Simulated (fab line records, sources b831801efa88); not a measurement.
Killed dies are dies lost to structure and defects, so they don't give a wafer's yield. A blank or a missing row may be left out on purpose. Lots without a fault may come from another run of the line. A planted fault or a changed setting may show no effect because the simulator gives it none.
fab line records | flow sky130
record lots=5 wafers=15 last_day=50
route steps=708 shown CAP2M@608 METAL4@621
lots that met no fault: from a run of the same line without faults
start_h: hours from the record's first day to the start of the lot's first wafer shown | wait_h: hours since the lot's step before | " the same as in the row above | L1.1+2: a row that stands for several wafers | - no value, or no start given | * or withheld: withheld | < > ~ a bound
route shown NAME@n: a module of which the file shows steps, and the number in the route of the first | usual: mean/standard deviation of fault-free wafers | same: alike in all rows | chamber/n: place in a boat | sites: the reading at each site | _std_site: their standard deviation | _edge_site: outer sites' mean less inner sites' | radius_mm: how far each site lies from the wafer's centre | mask NAME#n: copy n | behind: the tool/chamber that last shaped the wafer | hold: why the lot was held/for how many hours/how that ended | device: the transistor (n, p or np) that didn't switch | end of line: the same wafers' tests at the end of the route | a step without rows: its recipe alone | killed: dies lost to structure and defects at the first sort, not the wafer's yield | map: a wafer's dies, x killed, . not, _ none there
set.NAME: the setting as run; set.NAME@STEP: as run at that earlier step | model.NAME: the simulator's own value behind a step, which no gauge read
lots at some steps of the route; a table a step, a row a wafer
services: from which hour (start_h, from the record's first day; less than 0 if before it) a tool's chamber was out of use, for how many hours, and why
## steps
# step SKY_CAP2M_DEHYDRATE_05
# recipe temp_c=200 time_s=60
# usual chill_plate_temp_C=23.01/0.1 resist_line_temp_C=22.99/0.11
# columns lot.wafer tool chamber start_h wait_h chill_plate_temp_C resist_line_temp_C
L074.1 litho_track-02 0 936.97 11.1 23.01 23.13
L074.5 " 0 " " 22.85 23.03
L074.6 " 0 " " 22.87 23.09
L081.2 litho_track-01 0 994.05 11.2 22.85 23.03
L081.5 " 0 " " 23.11 23.00
L081.6 " 0 " " 23.06 22.96
L086.1 litho_track-01 0 1027.87 10.9 23.33 22.87
L086.5 " 0 " " 23.17 23.05
L086.6 " 0 " " 23.10 22.96
L091.3 litho_track-04 0 1058.36 10.0 23.04 22.89
L091.4 " 0 " " 22.96 22.94
L091.6 " 0 " " 22.95 22.99
L097.2 litho_track-02 0 1089.25 9.8 22.93 22.77
L097.4 " 0 " " 23.01 22.89
L097.5 " 0 " " 22.92 22.92
# step SKY_CAP2M_HMDS_06
# recipe prime_time_s=60 prime_temp_c=120
# usual chill_plate_temp_C=23.01/0.1 resist_line_temp_C=23.02/0.1
# same prime_time_s=60
# columns lot.wafer tool chamber start_h wait_h chill_plate_temp_C resist_line_temp_C
L074.1 litho_track-02 0 937.12 0.1 22.82 23.07
L074.5 " 0 " " 23.02 23.11
L074.6 " 0 " " 23.07 22.97
L081.2 litho_track-01 0 994.20 0.1 23.10 23.17
L081.5 " 0 " " 23.05 22.91
L081.6 " 0 " " 22.92 23.09
L086.1 litho_track-01 0 1028.02 0.1 23.17 23.02
L086.5 " 0 " " 23.14 23.18
L086.6 " 0 " " 23.04 23.11
L091.3 litho_track-04 0 1058.51 0.1 23.12 22.95
L091.4 " 0 " " 23.19 23.05
L091.6 " 0 " " 23.02 23.06
L097.2 litho_track-02 0 1089.40 0.1 23.07 23.00
L097.4 " 0 " " 23.11 22.98
L097.5 " 0 " " 22.99 22.93
# step SKY_CAP2M_COAT_07
# recipe resist=NOVOLAK spin_rpm=3000 resist_thk_nm=1140
# usual chill_plate_temp_C=22.99/0.1 dispense_pressure_kPa=46.0/2.4 resist_line_temp_C=23.01/0.1
# columns lot.wafer tool chamber start_h wait_h chill_plate_temp_C dispense_pressure_kPa resist_line_temp_C
L074.1 litho_track-02 0 937.27 0.1 22.94 50.3 22.91
L074.5 " 0 " " 23.12 50.3 22.93
L074.6 " 0 " " 23.14 50.3 22.96
L081.2 litho_track-01 0 994.35 0.1 22.91 44.1 23.08
L081.5 " 0 " " 23.04 44.1 23.02
L081.6 " 0 " " 22.91 44.1 23.04
L086.1 litho_track-01 0 1028.17 0.1 23.08 44.2 23.01
L086.5 " 0 " " 23.05 44.2 22.95
L086.6 " 0 " " 22.98 44.2 22.94
L091.3 litho_track-04 0 1058.66 0.1 23.02 46.7 22.99
L091.4 " 0 " " 23.17 46.7 23.01
L091.6 " 0 " " 23.08 46.7 22.97
L097.2 litho_track-02 0 1089.55 0.1 22.93 50.3 22.90
L097.4 " 0 " " 22.98 50.4 23.09
L097.5 " 0 " " 22.85 50.3 22.97
# step SKY_CAP2M_SOFTBAKE_08
# recipe temp_c=90 time_s=60 resist=NOVOLAK
# usual chill_plate_temp_C=22.98/0.096 resist_line_temp_C=22.99/0.12
# columns lot.wafer tool chamber start_h wait_h chill_plate_temp_C resist_line_temp_C
L074.1 litho_track-02 0 937.42 0.1 22.88 22.91
L074.5 " 0 " " 22.99 22.96
L074.6 " 0 " " 22.82 22.93
L081.2 litho_track-01 0 994.50 0.1 22.90 22.96
L081.5 " 0 " " 22.83 23.03
L081.6 " 0 " " 22.91 22.99
L086.1 litho_track-01 0 1028.32 0.1 22.89 23.03
L086.5 " 0 " " 22.92 22.94
L086.6 " 0 " " 23.01 23.13
L091.3 litho_track-04 0 1058.81 0.1 22.95 23.01
L091.4 " 0 " " 22.85 22.67
L091.6 " 0 " " 23.04 22.83
L097.2 litho_track-02 0 1089.70 0.1 22.98 23.06
L097.4 " 0 " " 23.01 23.13
L097.5 " 0 " " 23.04 22.97
# step SKY_CAP2M_EXPOSE_09
# recipe mask_id=CAP2M na=0.6 source_shape=conventional sigma_outer=0.6 polarization=unpolarized target_cd_nm=1000 dose_mj=159
# columns lot.wafer tool chamber start_h wait_h mask
L074.1+5+6 iline_stepper-02 0 - - CAP2M#0
L081.2+5+6 iline_stepper-02 0 - - CAP2M#0
L086.1+5+6 iline_stepper-02 0 - - CAP2M#0
L091.3+4+6 iline_stepper-02 0 - - CAP2M#0
L097.2+4+5 iline_stepper-01 0 - - CAP2M#0
# step SKY_CAP2M_PEB_10
# recipe temp_c=withheld time_s=* resist=NOVOLAK
# usual chill_plate_temp_C=* resist_line_temp_C=*
# columns lot.wafer tool chamber start_h wait_h chill_plate_temp_C resist_line_temp_C
L074.1 litho_track-04 0 - - * *
L074.5 " 0 " " * *
L074.6 " 0 " " * *
L081.2 litho_track-02 0 - - * *
L081.5 " 0 " " * *
L081.6 " 0 " " * *
L086.1 litho_track-01 0 - - * *
L086.5 " 0 " " * *
L086.6 " 0 " " * *
L091.3 litho_track-01 0 - - * *
L091.4 " 0 " " * *
L091.6 " 0 " " * *
L097.2 litho_track-01 0 - - * *
L097.4 " 0 " " * *
L097.5 " 0 " " * *
# step SKY_CAP2M_DEVELOP_11
# recipe resist=NOVOLAK developer=TMAH develop_time_s=60 dev_temp_c=23.78
# usual chill_plate_temp_C=22.98/0.11 resist_line_temp_C=22.99/0.1
# columns lot.wafer tool chamber start_h wait_h chill_plate_temp_C resist_line_temp_C
L074.1 litho_track-04 0 950.61 0.1 22.95 22.98
L074.5 " 0 " " 22.99 23.05
L074.6 " 0 " " 23.06 23.11
L081.2 litho_track-02 0 1006.00 0.1 22.86 22.99
L081.5 " 0 " " 22.92 23.03
L081.6 " 0 " " 22.76 23.02
L086.1 litho_track-01 0 1039.32 0.1 23.12 22.94
L086.5 " 0 " " 23.11 22.87
L086.6 " 0 " " 23.07 22.80
L091.3 litho_track-01 0 1069.67 0.1 22.81 22.93
L091.4 " 0 " " 23.06 22.85
L091.6 " 0 " " 23.00 22.90
L097.2 litho_track-01 0 1099.40 0.1 22.94 22.92
L097.4 " 0 " " 22.90 23.00
L097.5 " 0 " " 22.94 22.99
# step SKY_CAP2M_OVL_MEAS_12
# usual CAP2M_OVL=-0.2/1.6
# columns lot.wafer tool chamber start_h wait_h CAP2M_OVL[nm]
L074.1 overlay-01 - 950.76 0.1 -1.4
L074.5 " - " " -3.3
L074.6 " - " " -3.3
L081.2 overlay-02 - 1006.13 0.1 -2.4
L081.5 " - " " -1.3
L081.6 " - " " -1.9
L086.1 overlay-02 - 1039.47 0.1 2.1
L086.5 " - " " 0.3
L086.6 " - " " 0.5
L091.3 overlay-02 - 1069.78 0.1 0.8
L091.4 " - " " 0.0
L091.6 " - " " 1.2
L097.2 overlay-02 - 1099.53 0.1 2.6
L097.4 " - " " 1.5
L097.5 " - " " 2.2
# step SKY_CAP2M_METAL_ETCH_13
# recipe target_depth_nm=220 stop_on=SiO2 chemistry=Cl2/BCl3 target=TiN pressure_mtorr=10 icp_w=900 bias_w=48.5 Cl2_flow_sccm=60 bcl3_flow_sccm=30 time_s=62.9
# usual drypump_motor_current_A=5.96/0.23 he_backside_leak_sccm=3.33/0.27 oes_product_au=0.942/0.0073 throttle_valve_pct=21.899/0.0089
# columns lot.wafer tool chamber start_h wait_h drypump_motor_current_A he_backside_leak_sccm oes_product_au rf_hours_counter_h throttle_valve_pct
L074.1 rie_metal-04 1 950.80 0.0 5.99 2.97 0.944 12 21.907
L074.5 " 0 " " 6.39 3.19 0.940 - 21.893
L074.6 " 1 " " 5.94 2.77 0.950 - 21.917
L081.2 rie_metal-04 1 1006.19 0.0 5.97 2.91 0.935 - 21.897
L081.5 " 1 " " 6.00 3.08 0.934 - 21.896
L081.6 " 1 " " 6.00 3.08 0.937 - 21.905
L086.1 rie_metal-01 0 1039.51 0.0 5.74 3.19 0.945 0 21.909
L086.5 " 1 " " 5.85 3.52 0.948 - 21.900
L086.6 " 0 " " 5.74 3.24 0.943 - 21.894
L091.3 rie_metal-01 1 1069.83 0.0 5.84 3.54 0.941 - 21.903
L091.4 " 0 " " 5.77 3.03 0.930 - 21.899
L091.6 " 0 " " 5.76 3.12 0.931 - 21.896
L097.2 rie_metal-04 0 1099.56 0.0 6.39 3.12 0.938 6 21.904
L097.4 " 1 " " 5.94 2.85 0.942 - 21.889
L097.5 " 1 " " 5.96 3.16 0.936 - 21.920
# step SKY_CAP2M_STRIP_14
# recipe chemistry=O2/N2 power_w=1400 pressure_mtorr=1500 platen_temp_c=withheld o2_flow_sccm=3000 n2_flow_sccm=300 overash_fraction=0.5
# usual drypump_motor_current_A=6.02/0.22 oes_product_au=0.710/0.0045 strip_time_to_endpoint_s=12.65/0.045
# columns lot.wafer tool chamber start_h wait_h drypump_motor_current_A oes_product_au rf_hours_counter_h strip_time_to_endpoint_s
L074.1 plasma_asher-03 1 950.88 0.1 6.30 0.710 114 12.68
L074.5 " 0 " " 6.23 0.714 - 12.63
L074.6 " 1 " " 6.29 0.707 - 12.65
L081.2 plasma_asher-03 0 1006.32 0.1 6.15 0.706 119 12.67
L081.5 " 0 " " 6.18 0.703 - 12.66
L081.6 " 1 " " 6.27 0.715 - 12.66
L086.1 plasma_asher-01 0 1039.59 0.1 6.07 0.704 92 12.67
L086.5 " 1 " " 6.34 0.713 - 12.71
L086.6 " 0 " " 6.07 0.710 - 12.71
L091.3 plasma_asher-03 1 1069.92 0.1 6.29 0.699 - 12.71
L091.4 " 0 " " 6.17 0.704 - 12.74
L091.6 " 1 " " 6.26 0.715 - 12.76
L097.2 plasma_asher-01 1 1099.64 0.1 6.38 0.708 99 12.58
L097.4 " 0 " " 6.04 0.711 - 12.66
L097.5 " 1 " " 6.39 0.710 - 12.71
# step SKY_CAP2M_STRIP_15
# recipe chemistry=post_etch_residue_remover time_s=1200 temp_c=72.5
# usual bath_heat_duty_pct=15.1/1.4
# columns lot.wafer tool chamber start_h wait_h bath_heat_duty_pct
L074.1 wet_bench-02 0 950.98 0.1 14.6
L074.5 " 0 " " 14.6
L074.6 " 0 " " 14.8
L081.2 wet_bench-01 1 1006.42 0.1 14.9
L081.5 " 1 " " 15.6
L081.6 " 1 " " 14.7
L086.1 wet_bench-03 0 1039.69 0.1 16.9
L086.5 " 0 " " 17.2
L086.6 " 0 " " 15.8
L091.3 wet_bench-01 0 1069.99 0.0 14.1
L091.4 " 0 " " 13.0
L091.6 " 0 " " 13.4
L097.2 wet_bench-01 3 1099.74 0.1 15.2
L097.4 " 3 " " 14.2
L097.5 " 3 " " 15.7
# step SKY_CAP2M_CLEAN_16
# recipe chemistry=IPA time_s=180 temp_c=25
# usual bath_heat_duty_pct=6.5/0.77
# columns lot.wafer tool chamber start_h wait_h bath_heat_duty_pct
L074.1 wet_bench-01 1 951.32 0.0 5.6
L074.5 " 1 " " 6.8
L074.6 " 1 " " 6.8
L081.2 wet_bench-02 0 1006.76 0.0 7.0
L081.5 " 0 " " 7.0
L081.6 " 0 " " 6.4
L086.1 wet_bench-02 3 1040.03 0.0 7.1
L086.5 " 3 " " 7.6
L086.6 " 3 " " 7.2
L091.3 wet_bench-03 0 1070.33 0.0 7.4
L091.4 " 0 " " 8.0
L091.6 " 0 " " 6.4
L097.2 wet_bench-03 1 1100.08 0.0 5.5
L097.4 " 1 " " 5.9
L097.5 " 1 " " 5.9
# step SKY_CAP2M_CLEAN_17
# recipe chemistry=O3/DIW dry=n2_spin
# columns lot.wafer tool chamber start_h wait_h
L074.1+5+6 wet_bench-02 2 951.38 0.0
L081.2+5+6 wet_bench-03 0 1006.82 0.0
L086.1+5+6 wet_bench-03 2 1040.09 0.0
L091.3+4+6 wet_bench-03 3 1070.39 0.0
L097.2+4+5 wet_bench-02 1 1100.14 0.0
# step SKY_METAL4_DEHYDRATE_05
# recipe temp_c=200 time_s=60
# usual chill_plate_temp_C=23.00/0.099 resist_line_temp_C=23.01/0.11
# columns lot.wafer tool chamber start_h wait_h chill_plate_temp_C resist_line_temp_C
L074.1 litho_track-04 0 962.01 10.5 22.92 22.91
L074.5 " 0 " " 22.98 22.97
L074.6 " 0 " " 23.04 22.92
L081.2 litho_track-03 0 1017.85 10.9 23.32 23.09
L081.5 " 0 " " 23.06 23.00
L081.6 " 0 " " 23.25 23.06
L086.1 litho_track-04 0 1051.66 11.5 22.94 23.01
L086.5 " 0 " " 23.22 23.05
L086.6 " 0 " " 22.97 22.83
L091.3 litho_track-04 0 1079.86 9.4 22.99 23.08
L091.4 " 0 " " 23.15 23.15
L091.6 " 0 " " 23.02 23.08
L097.2 litho_track-03 0 1109.90 9.7 23.13 23.02
L097.4 " 0 " " 23.10 22.82
L097.5 " 0 " " 22.87 23.08
# step SKY_METAL4_HMDS_06
# recipe prime_time_s=60 prime_temp_c=120
# usual chill_plate_temp_C=23.02/0.092 resist_line_temp_C=22.97/0.097
# same prime_time_s=60
# columns lot.wafer tool chamber start_h wait_h chill_plate_temp_C resist_line_temp_C
L074.1 litho_track-04 0 962.16 0.1 23.07 23.12
L074.5 " 0 " " 23.05 23.08
L074.6 " 0 " " 22.92 23.07
L081.2 litho_track-03 0 1018.00 0.1 23.09 22.97
L081.5 " 0 " " 23.03 23.08
L081.6 " 0 " " 23.01 23.04
L086.1 litho_track-04 0 1051.81 0.1 23.00 22.82
L086.5 " 0 " " 22.99 22.88
L086.6 " 0 " " 23.05 22.96
L091.3 litho_track-04 0 1080.01 0.1 23.00 22.88
L091.4 " 0 " " 23.05 23.01
L091.6 " 0 " " 23.13 22.93
L097.2 litho_track-03 0 1110.05 0.1 22.83 23.02
L097.4 " 0 " " 23.01 23.03
L097.5 " 0 " " 22.98 23.11
# step SKY_METAL4_COAT_07
# recipe resist=BARC temp_c=withheld time_s=withheld spin_rpm=3000 resist_thk_nm=60
# usual chill_plate_temp_C=* dispense_pressure_kPa=47.2/1.9 resist_line_temp_C=*
# columns lot.wafer tool chamber start_h wait_h chill_plate_temp_C dispense_pressure_kPa resist_line_temp_C
L074.1 litho_track-04 0 962.31 0.1 * 46.7 *
L074.5 " 0 " " * 46.7 *
L074.6 " 0 " " * 46.7 *
L081.2 litho_track-03 0 1018.15 0.1 * 49.5 *
L081.5 " 0 " " * 49.6 *
L081.6 " 0 " " * 49.6 *
L086.1 litho_track-04 0 1051.96 0.1 * 46.6 *
L086.5 " 0 " " * 46.7 *
L086.6 " 0 " " * 46.7 *
L091.3 litho_track-04 0 1080.16 0.1 * 46.7 *
L091.4 " 0 " " * 46.7 *
L091.6 " 0 " " * 46.7 *
L097.2 litho_track-03 0 1110.20 0.1 * 49.6 *
L097.4 " 0 " " * 49.5 *
L097.5 " 0 " " * 49.5 *
# step SKY_METAL4_COAT_08
# recipe resist=KrF-thick spin_rpm=3000 resist_thk_nm=1140
# usual chill_plate_temp_C=22.99/0.096 dispense_pressure_kPa=47.2/1.9 resist_line_temp_C=22.99/0.11
# columns lot.wafer tool chamber start_h wait_h chill_plate_temp_C dispense_pressure_kPa resist_line_temp_C
L074.1 litho_track-04 0 - - 22.98 46.7 23.22
L074.5 " 0 " " 22.94 46.7 23.13
L074.6 " 0 " " 22.92 46.7 23.03
L081.2 litho_track-03 0 - - 22.84 49.5 23.00
L081.5 " 0 " " 22.90 49.5 23.10
L081.6 " 0 " " 23.02 49.5 22.95
L086.1 litho_track-04 0 - - 23.06 46.8 23.10
L086.5 " 0 " " 22.95 46.7 22.94
L086.6 " 0 " " 23.08 46.7 22.89
L091.3 litho_track-04 0 - - 23.11 46.7 23.05
L091.4 " 0 " " 23.07 46.6 22.91
L091.6 " 0 " " 23.04 46.6 22.92
L097.2 litho_track-03 0 - - 22.98 49.4 23.14
L097.4 " 0 " " 23.00 49.4 23.09
L097.5 " 0 " " 23.02 49.4 23.15
# step SKY_METAL4_SOFTBAKE_09
# recipe temp_c=100 time_s=90 resist=KrF-thick
# usual chill_plate_temp_C=23.00/0.11 resist_line_temp_C=23.00/0.1
# columns lot.wafer tool chamber start_h wait_h chill_plate_temp_C resist_line_temp_C
L074.1 litho_track-04 0 - - 23.04 22.90
L074.5 " 0 " " 23.16 22.86
L074.6 " 0 " " 23.10 22.95
L081.2 litho_track-03 0 - - 22.93 22.90
L081.5 " 0 " " 23.04 22.94
L081.6 " 0 " " 22.96 23.01
L086.1 litho_track-04 0 - - 23.23 22.91
L086.5 " 0 " " 23.16 22.85
L086.6 " 0 " " 23.09 23.03
L091.3 litho_track-04 0 - - 22.92 23.11
L091.4 " 0 " " 22.97 23.20
L091.6 " 0 " " 22.97 23.07
L097.2 litho_track-03 0 - - 22.97 22.97
L097.4 " 0 " " 22.93 22.87
L097.5 " 0 " " 23.00 23.12
# step SKY_METAL4_EXPOSE_10
# recipe mask_id=MM4 na=0.68 source_shape=annular sigma_inner=0.4 sigma_outer=0.8 target_cd_nm=300 dose_mj=28
# columns lot.wafer tool chamber start_h wait_h mask
L074.1+5+6 krf_scanner-01 0 - - MM4#0
L081.2+5+6 krf_scanner-02 0 - - MM4#0
L086.1+5+6 krf_scanner-01 0 - - MM4#0
L091.3+4+6 krf_scanner-01 0 - - MM4#0
L097.2+4+5 krf_scanner-01 0 - - MM4#0
# step SKY_METAL4_PEB_11
# recipe peb_temp_c=withheld peb_time_s=withheld resist=KrF-thick
# usual chill_plate_temp_C=* resist_line_temp_C=*
# columns lot.wafer tool chamber start_h wait_h chill_plate_temp_C resist_line_temp_C
L074.1 litho_track-04 0 - - * *
L074.5 " 0 " " * *
L074.6 " 0 " " * *
L081.2 litho_track-01 0 - - * *
L081.5 " 0 " " * *
L081.6 " 0 " " * *
L086.1 litho_track-03 0 - - * *
L086.5 " 0 " " * *
L086.6 " 0 " " * *
L091.3 litho_track-01 0 - - * *
L091.4 " 0 " " * *
L091.6 " 0 " " * *
L097.2 litho_track-03 0 - - * *
L097.4 " 0 " " * *
L097.5 " 0 " " * *
# step SKY_METAL4_DEVELOP_12
# recipe develop_time_s=60 resist=KrF-thick dev_temp_c=21
# usual chill_plate_temp_C=22.99/0.11 resist_line_temp_C=23.01/0.11
# columns lot.wafer tool chamber start_h wait_h chill_plate_temp_C resist_line_temp_C
L074.1 litho_track-04 0 - - 23.17 22.93
L074.5 " 0 " " 23.11 23.08
L074.6 " 0 " " 23.14 23.07
L081.2 litho_track-01 0 - - 23.19 22.98
L081.5 " 0 " " 22.99 23.07
L081.6 " 0 " " 23.17 23.03
L086.1 litho_track-03 0 - - 22.86 23.20
L086.5 " 0 " " 22.96 22.85
L086.6 " 0 " " 22.85 23.11
L091.3 litho_track-01 0 - - 22.87 23.09
L091.4 " 0 " " 22.77 22.99
L091.6 " 0 " " 22.85 22.88
L097.2 litho_track-03 0 - - 23.04 22.88
L097.4 " 0 " " 22.92 23.03
L097.5 " 0 " " 23.19 23.00
# step SKY_METAL4_CD_MEAS_13
# recipe target_cd_nm=300
# usual cd_nm=300.3/1.4
# columns lot.wafer tool chamber start_h wait_h cd_nm
L074.1 cd_sem-02 - 975.96 - 299.1
L074.5 " - " " 297.2
L074.6 " - " " 300.1
L081.2 cd_sem-01 - 1029.99 - 302.5
L081.5 " - " " 302.1
L081.6 " - " " 302.7
L086.1 cd_sem-02 - 1062.98 - 297.7
L086.5 " - " " 298.5
L086.6 " - " " 298.4
L091.3 cd_sem-01 - 1090.76 - 301.8
L091.4 " - " " 302.3
L091.6 " - " " 303.1
L097.2 cd_sem-02 - 1119.85 - 299.6
L097.4 " - " " 300.0
L097.5 " - " " 299.7
# step SKY_METAL4_OVL_MEAS_14
# usual METAL4_OVL=-2/5.4
# columns lot.wafer tool chamber start_h wait_h METAL4_OVL[nm]
L074.1 overlay-02 - 976.08 0.1 1
L074.5 " - " " 6
L074.6 " - " " -8
L081.2 overlay-02 - 1030.10 0.1 -3
L081.5 " - " " -1
L081.6 " - " " 0
L086.1 overlay-02 - 1063.10 0.1 -8
L086.5 " - " " -9
L086.6 " - " " -5
L091.3 overlay-02 - 1090.85 0.1 8
L091.4 " - " " -1
L091.6 " - " " 3
L097.2 overlay-01 - 1119.95 0.1 -12
L097.4 " - " " -14
L097.5 " - " " 1
# step SKY_METAL4_DESCUM_15
# recipe chemistry=O2 source_power_w=150 bias_power_w=0 pressure_mtorr=10 temp_c=40 time_s=8
# usual drypump_motor_current_A=5.92/0.19 he_backside_leak_sccm=3.30/0.26 oes_product_au=0.994/0.012
# columns lot.wafer tool chamber start_h wait_h drypump_motor_current_A he_backside_leak_sccm oes_product_au rf_hours_counter_h
L074.1 rie_metal-04 1 976.12 0.0 5.97 2.79 1.019 13
L074.5 " 1 " " 5.95 2.86 1.011 -
L074.6 " 0 " " 6.39 3.15 1.011 -
L081.2 rie_metal-01 1 1030.14 0.0 5.81 3.61 0.987 -
L081.5 " 1 " " 5.84 3.62 0.986 -
L081.6 " 1 " " 5.79 3.52 0.982 -
L086.1 rie_metal-04 1 1063.13 0.0 5.93 2.95 0.998 19
L086.5 " 1 " " 5.96 3.15 1.004 -
L086.6 " 0 " " 6.40 3.26 1.021 -
L091.3 rie_metal-03 1 1090.89 0.0 5.87 3.33 0.990 -
L091.4 " 0 " " 5.89 3.53 0.999 -
L091.6 " 1 " " 5.84 3.26 0.986 -
L097.2 rie_metal-01 0 1119.98 0.0 5.73 3.21 0.982 6
L097.4 " 0 " " 5.74 3.33 0.988 -
L097.5 " 0 " " 5.74 3.11 0.988 -
# step SKY_METAL4_ETCH_16
# recipe chemistry=N2/H2 target=BARC ion_energy_ev=200 bias_w=100 pressure_mtorr=30 n2_flow_sccm=100 h2_flow_sccm=200 icp_w=500 stop_on=SiO2 time_s=88.2 target_depth_a=600
# usual drypump_motor_current_A=5.92/0.19 he_backside_leak_sccm=3.4/0.41 oes_product_au=0.625/0.0043 throttle_valve_pct=13.204/0.0081
# columns lot.wafer tool chamber start_h wait_h drypump_motor_current_A he_backside_leak_sccm oes_product_au rf_hours_counter_h throttle_valve_pct
L074.1 rie_metal-04 1 976.15 0.0 5.94 3.2 0.629 13 13.212
L074.5 " 1 " " 5.95 3.0 0.630 - 13.198
L074.6 " 0 " " 6.39 3.2 0.626 - 13.204
L081.2 rie_metal-01 1 1030.22 0.1 5.83 3.5 0.627 - 13.194
L081.5 " 1 " " 5.81 3.4 0.622 - 13.204
L081.6 " 1 " " 5.82 3.4 0.628 - 13.203
L086.1 rie_metal-04 1 1063.17 0.0 5.94 3.2 0.629 19 13.199
L086.5 " 1 " " 5.92 3.1 0.620 - 13.194
L086.6 " 0 " " 6.39 3.1 0.625 - 13.202
L091.3 rie_metal-03 1 1090.94 0.0 5.85 3.3 0.625 - 13.194
L091.4 " 0 " " 5.92 3.4 0.626 - 13.201
L091.6 " 1 " " 5.84 3.2 0.628 - 13.199
L097.2 rie_metal-01 0 1120.02 0.0 5.74 3.3 0.633 6 13.207
L097.4 " 0 " " 5.73 3.0 0.622 - 13.217
L097.5 " 0 " " 5.73 3.4 0.621 - 13.211
# step SKY_METAL4_ETCH_17
# recipe target=SiO2 stop_on=TiN chemistry=C4F8/O2/Ar source_w=1500 bias_w=1200 pressure_mtorr=40 c4f8_flow_sccm=withheld O2_flow_sccm=6 Ar_flow_sccm=300 time_s=3.9 target_depth_a=150
# usual oes_product_au=0.751/0.0073
# columns lot.wafer tool chamber start_h wait_h oes_product_au rf_hours_counter_h
L074.1 rie_diel-02 1 976.25 0.1 0.754 12
L074.5 " 0 " " 0.765 -
L074.6 " 1 " " 0.758 -
L081.2 rie_diel-02 2 1030.39 0.1 0.749 7
L081.5 " 1 " " 0.744 -
L081.6 " 2 " " 0.760 -
L086.1 rie_diel-04 3 1063.26 0.1 0.743 3
L086.5 " 1 " " 0.745 -
L086.6 " 3 " " 0.754 -
L091.3 rie_diel-02 2 1091.01 0.0 0.755 9
L091.4 " 1 " " 0.753 16
L091.6 " 2 " " 0.755 -
L097.2 rie_diel-04 3 1120.11 0.1 0.750 5
L097.4 " 2 " " 0.754 20
L097.5 " 3 " " 0.758 -
# step SKY_METAL4_METAL_ETCH_18
# recipe target_depth_a=8450 stop_on=SiO2 over_etch_frac=0.3 time_s=183.1 chemistry=Cl2/BCl3 resist_sidewall_deg=88 pressure_mtorr=10 icp_w=900 bias_w=48.5 Cl2_flow_sccm=60 bcl3_flow_sccm=30
# usual drypump_motor_current_A=5.92/0.19 he_backside_leak_sccm=3.34/0.2 oes_product_au=0.865/0.0055 throttle_valve_pct=22.266/0.0093
# columns lot.wafer tool chamber start_h wait_h drypump_motor_current_A he_backside_leak_sccm oes_product_au rf_hours_counter_h throttle_valve_pct
L074.1 rie_metal-03 0 976.27 0.0 5.93 3.24 0.858 12 22.269
L074.5 " 0 " " 5.90 3.30 0.856 - 22.260
L074.6 " 1 " " 5.86 3.16 0.873 - 22.279
L081.2 rie_metal-04 0 1030.41 0.0 6.37 3.06 0.867 1 22.269
L081.5 " 1 " " 6.00 3.27 0.854 - 22.275
L081.6 " 0 " " 6.41 3.38 0.863 - 22.255
L086.1 rie_metal-01 0 1063.28 0.0 5.74 3.24 0.876 2 22.254
L086.5 " 1 " " 5.81 3.43 0.865 - 22.258
L086.6 " 0 " " 5.73 3.34 0.873 - 22.260
L091.3 rie_metal-04 0 1091.09 0.1 6.38 3.32 0.860 - 22.266
L091.4 " 1 " " 5.97 2.92 0.868 - 22.271
L091.6 " 1 " " 5.99 2.85 0.868 - 22.277
L097.2 rie_metal-03 1 1120.13 0.0 5.89 3.13 0.865 27 22.266
L097.4 " 1 " " 5.82 3.20 0.866 - 22.273
L097.5 " 0 " " 5.91 3.52 0.861 - 22.261
# step SKY_METAL4_STRIP_19
# recipe chemistry=O2/N2 power_w=1400 pressure_mtorr=1500 platen_temp_c=withheld o2_flow_sccm=3000 n2_flow_sccm=300 overash_fraction=0.5
# usual drypump_motor_current_A=6.1/0.32 oes_product_au=0.505/0.0058 strip_time_to_endpoint_s=6.60/0.092
# columns lot.wafer tool chamber start_h wait_h drypump_motor_current_A oes_product_au rf_hours_counter_h strip_time_to_endpoint_s
L074.1 plasma_asher-02 0 976.45 0.1 6.7 0.503 23 6.50
L074.5 " 0 " " 6.7 0.492 - 6.57
L074.6 " 1 " " 6.1 0.501 - 6.65
L081.2 plasma_asher-04 1 1030.59 0.1 5.9 0.489 61 6.44
L081.5 " 0 " " 5.8 0.499 - 6.41
L081.6 " 1 " " 5.9 0.502 - 6.43
L086.1 plasma_asher-04 0 1063.46 0.1 5.8 0.505 65 6.76
L086.5 " 1 " " 5.9 0.496 - 6.70
L086.6 " 0 " " 5.8 0.510 - 6.72
L091.3 plasma_asher-03 1 1091.24 0.1 6.3 0.496 - 6.48
L091.4 " 0 " " 6.2 0.505 - 6.51
L091.6 " 1 " " 6.3 0.506 - 6.56
L097.2 plasma_asher-04 1 1120.31 0.1 5.9 0.505 70 6.66
L097.4 " 1 " " 5.9 0.511 - 6.73
L097.5 " 1 " " 5.9 0.497 - 6.58
# step SKY_METAL4_STRIP_20
# recipe chemistry=post_etch_residue_remover time_s=1200 temp_c=72.5
# usual bath_heat_duty_pct=14.7/1.4
# columns lot.wafer tool chamber start_h wait_h bath_heat_duty_pct
L074.1 wet_bench-04 2 976.55 0.1 15.0
L074.5 " 2 " " 14.0
L074.6 " 2 " " 13.8
L081.2 wet_bench-03 2 1030.69 0.1 14.0
L081.5 " 2 " " 14.9
L081.6 " 2 " " 14.4
L086.1 wet_bench-04 1 1063.56 0.1 13.7
L086.5 " 1 " " 13.6
L086.6 " 1 " " 11.6
L091.3 wet_bench-01 3 1091.30 0.0 14.5
L091.4 " 3 " " 14.2
L091.6 " 3 " " 15.9
L097.2 wet_bench-04 3 1120.46 0.1 14.7
L097.4 " 3 " " 15.6
L097.5 " 3 " " 14.1
## services
# columns tool chamber start_h hours kind
iline_stepper-02 - 918.46 3.6 repair
krf_scanner-01 - 921.02 1.3 pm
plasma_asher-04 - 923.47 1.6 repair
rie_metal-03 - 943.28 1.4 pm
iline_stepper-01 - 948.01 2.1 pm
rie_diel-04 3 953.13 6.2 repair
krf_scanner-01 - 962.85 0.5 repair
plasma_asher-03 - 971.90 2.5 repair
krf_scanner-01 - 976.59 1.0 repair
krf_scanner-01 - 977.59 1.0 pm
rie_diel-02 2 1010.15 5.5 repair
iline_stepper-02 - 1026.17 1.2 repair
plasma_asher-04 - 1030.71 1.9 repair
plasma_asher-01 - 1041.62 0.9 repair
plasma_asher-04 - 1042.08 2.2 repair
rie_diel-02 3 1047.09 5.5 repair
rie_diel-04 3 1052.15 9.6 repair
plasma_asher-03 - 1055.26 9.0 pm
rie_diel-04 0 1055.44 20.7 repair
iline_stepper-02 - 1060.32 1.7 pm
rie_diel-02 0 1083.85 5.3 repair
plasma_asher-03 - 1086.30 1.7 repair
krf_scanner-01 - 1096.92 1.3 pm
plasma_asher-04 - 1103.84 2.8 pm
## key
fault none
